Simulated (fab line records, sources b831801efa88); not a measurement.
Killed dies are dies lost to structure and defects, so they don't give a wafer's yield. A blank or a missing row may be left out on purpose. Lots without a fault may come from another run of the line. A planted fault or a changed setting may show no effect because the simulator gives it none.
Chamber matching | flow sfq_line | SFQ_TRILAYER_I0_CMP_CMP_028 on cmp-01: 4 sister chambers
The step polishes SiO2. 4 wafers are shown with their chamber, then 7 later ones without.

WAFERS WITH THEIR CHAMBER
wafer  | chamber | motor_current_A (A)
L787.3 | 1       | 8.4
L787.1 | 3       | 10.2
L790.4 | 0       | 8.2
L790.5 | 2       | 9.7

WAFERS WITHOUT THEIR CHAMBER
wafer  | motor_current_A (A)
L790.6 | 10.0
L792.3 | 8.2
L792.5 | 7.9
L792.6 | 8.9
L793.3 | 10.1
L793.4 | 10.0
L793.6 | 8.3

WHICH CHAMBER EACH WENT THROUGH
wafer  | from the rows above          | in truth
L790.6 | can't be placed: 3 or 2      | 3
L792.3 | can't be placed: 0 or 1      | 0
L792.5 | can't be placed: 0 or 1      | 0
L792.6 | can't be placed: 1 or 0 or 2 | 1
L793.3 | can't be placed: 3 or 2      | 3
L793.4 | can't be placed: 3 or 2      | 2
L793.6 | can't be placed: 1 or 0      | 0
Placed correctly: 0 of 7. Can't be placed from these rows: 7 (the true chamber is among the candidates in 7). Placed wrongly: 0.
How it was worked out, from the rows above alone: a wafer's distance from a chamber is the root of the sum, over the readings, of the square of ((its reading less the chamber's mean) divided by the reading's scatter). The wafer belongs to the nearest chamber; if the next one is less than 2 further off, it can't be placed. A chamber's mean is the mean of its shown wafers. The scatter: with one shown wafer a chamber, the root of the mean of the squares of how far each hidden wafer lies from its nearest shown one.
